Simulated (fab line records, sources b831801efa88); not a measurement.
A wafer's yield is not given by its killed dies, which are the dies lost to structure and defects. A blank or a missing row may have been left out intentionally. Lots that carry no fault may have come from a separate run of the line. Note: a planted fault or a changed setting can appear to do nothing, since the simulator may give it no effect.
Split-lot trial -- flow gf180mcu -- route with 602 steps; 5 lots, 23 wafers read

THE SPLIT ITSELF
At GF_NWELL_COAT_02 (resist thk 3000 nm), the setting resistThkNm was moved away from the recipe's 3000 nm on 4 of the 23 wafers read, by -2.7% to +5.8%. For the rest of the wafers, this setting stayed at what the recipe calls for.

The reading is taken at the split's own step.

THE READING
coat_of_NWELL_COAT_02.thkNm (the simulator's own value, which no gauge read), in nm, at GF_NWELL_COAT_02 (resist thk 3000 nm). The file gives no usual value for it. Across the 19 wafers here that went through the recipe, the average is 3000 nm and the standard deviation 7.7 nm.

wafer,"tool, chamber at the split","resistThkNm as run, nm",against the recipe,"coat_of_NWELL_COAT_02.thkNm, nm",against lot-mates on the recipe
L076.1,"lithoTrack-01, 0",3000,recipe,2995,-
L076.5,"lithoTrack-01, 0",3000,recipe,2993,-
L076.6,"lithoTrack-01, 0",3000,recipe,2996,-
L078.1,"lithoTrack-04, 0",3000,recipe,2993,-
L078.2,"lithoTrack-04, 0",2919,-2.7%,2910,-79
L078.4,"lithoTrack-04, 0",3000,recipe,2976,-
L078.5,"lithoTrack-04, 0",3000,recipe,2997,-
L078.6,"lithoTrack-04, 0",2919,-2.7%,2907,-82
L082.1,"lithoTrack-04, 0",3000,recipe,2999,-
L082.2,"lithoTrack-04, 0",3000,recipe,2997,-
L082.3,"lithoTrack-04, 0",3000,recipe,3006,-
L082.4,"lithoTrack-04, 0",3000,recipe,3008,-
L082.5,"lithoTrack-04, 0",3000,recipe,3002,-
L083.2,"lithoTrack-02, 0",3000,recipe,3009,-
L083.3,"lithoTrack-02, 0",3000,recipe,3008,-
L083.4,"lithoTrack-02, 0",3000,recipe,2999,-
L083.5,"lithoTrack-02, 0",3000,recipe,2998,-
L083.6,"lithoTrack-02, 0",3000,recipe,3004,-
L084.2,"lithoTrack-02, 0",3000,recipe,3003,-
L084.3,"lithoTrack-02, 0",3174,+5.8%,3174,+170
L084.4,"lithoTrack-02, 0",3000,recipe,2999,-
L084.5,"lithoTrack-02, 0",3000,recipe,3011,-
L084.6,"lithoTrack-02, 0",3174,+5.8%,3184,+180

THE FIT
A straight line over all 23 wafers: coat_of_NWELL_COAT_02.thkNm changes by +31.5 nm for each +1% of resistThkNm; r = +0.99; the points scatter about the line by 7.8 nm.
The same after taking each lot's own level away (the mean of its wafers on the recipe; 23 wafers): +30 nm for each +1%; r = +1.00; scatter 5.2 nm.
On that fit, the largest move of resistThkNm shifts the reading by 1.7e+02 nm.
From 2988.7 to 3004.3 nm: that is the span of the lots' own levels, equal to 2.0 times the standard deviation above.
The two slopes are in agreement: the lot-to-lot level therefore moves the slope only a little.
Check: with one of the wafers moved furthest among these (+5.8%) left out of the fit, the line predicts +178 nm for it against its lot-mates. It came out at +170 nm against them.

OTHER SPLITS APPLIED TO THESE WAFERS
Other splits were also applied to these wafers ahead of the reading. Each is held against what the fit with the lots' levels taken away leaves over:
other split on the same wafers,wafers away from the commonest value,r with coat_of_NWELL_COAT_02.thkNm (lot level and that fit taken away)
GF_STI_OXIDATION_01 oxTimeS,10,+0.02
GF_STI_ETCH_13 timeS,12,+0.03
GF_STI_WET_ETCH_26 timeS,10,+0.00
GF_DNWELL_COAT_02 resistThkNm,4,+0.28

THE WHOLE CHAIN: every reading that the file lists as answering this split, in the file's order
step,what it does,reading,change (the file's fit),r (the file's)
GF_NWELL_COAT_02,resist thk 3000 nm,"coat_of_NWELL_COAT_02.thkNm (the simulator's own value, which no gauge read)",+30 nm for each +1% of the setting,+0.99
GF_NWELL_STRIP_10,strips in O2/N2,stripTimeToEndpointS,withheld for each +1% of the setting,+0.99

FILE'S OWN FIT
coat_of_NWELL_COAT_02.thkNm changes by +30 nm for each +1% of resistThkNm, r = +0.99.
